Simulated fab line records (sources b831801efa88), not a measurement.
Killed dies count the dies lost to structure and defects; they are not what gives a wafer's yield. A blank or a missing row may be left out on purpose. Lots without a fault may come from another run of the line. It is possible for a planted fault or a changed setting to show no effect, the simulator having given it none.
The tool behind it: which one? / flow gf180mcu / 6 lots, 18 wafers sampled, at 3 steps of a route of 602

== WHAT THE GAUGES READ, wafer by wafer ==
GF_MVSD_TW_MEAS_11.
lot=L145; measured=day 4 22:10; on=film-metro-02; MVSD_TW=1573 1583 1578
lot=L149; measured=day 5 20:09; on=film-metro-02; MVSD_TW=1639 1645 1641
lot=L151; measured=day 6 07:40; on=film-metro-02; MVSD_TW=1634 1634 1636
lot=L160; measured=day 8 12:55; on=film-metro-01; MVSD_TW=1579 1588 1582
lot=L163; measured=day 9 06:40; on=film-metro-03; MVSD_TW=1598 1603 1597
lot=L166; measured=day 10 01:30; on=film-metro-02; MVSD_TW=1581 1586 1588

== TOOL THAT RAN EACH LOT (tool first, then ch and the chambers of the sampled wafers, then the start) ==
lot=L145; GF_STI_ETCH_14=rie-si-02 ch 1,2,3, day 2 12:31; GF_MVSD_IMPLANT_09=implanter-02 ch 0, day 4 21:55
lot=L149; GF_STI_ETCH_14=rie-si-01 ch 0,1,3, day 3 07:46; GF_MVSD_IMPLANT_09=implanter-02 ch 0, day 5 19:54
lot=L151; GF_STI_ETCH_14=rie-si-01 ch 1,2,3, day 3 18:31; GF_MVSD_IMPLANT_09=implanter-02 ch 0, day 6 07:25
lot=L160; GF_STI_ETCH_14=rie-si-02 ch 0,1, day 5 16:31; GF_MVSD_IMPLANT_09=implanter-03 ch 0, day 8 12:41
lot=L163; GF_STI_ETCH_14=rie-si-01 ch 0,3, day 6 08:37; GF_MVSD_IMPLANT_09=implanter-01 ch 0, day 9 06:26
lot=L166; GF_STI_ETCH_14=rie-si-02 ch 0,1,3, day 7 00:28; GF_MVSD_IMPLANT_09=implanter-01 ch 0, day 10 01:15
- GF_STI_ETCH_14: etches Si in HBr/Cl2/O2, target depth 360 nm, time 102.9 s.
- GF_MVSD_IMPLANT_09

== THE ANSWER, worked out from the rows above alone ==
Rule: what is usual is taken from the lots themselves. Put in order of their means at a reading, lots are off if they are a third of the lots or fewer, leave a main group of 4 or more, and stand apart from it by a gap of 3 or more times the standard deviation of the main group's means; of several such gaps the widest counts. Not used: any main group whose means are identical at the precision the tables above print for the reading. A lot without any number at a reading at which 4 lots or more have one is off too. Any other lot the step has rows for is counted as sound.
Off: at GF_MVSD_TW_MEAS_11 (MVSD_TW), L149, L151. The main group: mean 1586, standard deviation 7.9.
A tool fits if, at a process step before that reading, it ran every lot that is off, and no sound lot after the first of them. The gauges at GF_MVSD_TW_MEAS_11 are tried like those tools. One fits: implanter-02 at GF_MVSD_IMPLANT_09. Its last sound lot is L145 (day 4 21:55), its first lot that is off L149 (day 5 19:54): a fault that began between those two fits.

== WHAT HAD BEEN PUT IN BY THE SIMULATOR ==
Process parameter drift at GF_MVSD_IMPLANT_09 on implanter-02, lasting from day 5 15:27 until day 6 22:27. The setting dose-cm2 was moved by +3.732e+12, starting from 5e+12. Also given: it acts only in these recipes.
Struck lots among those shown: L149, L151. The same result came from the rule above.
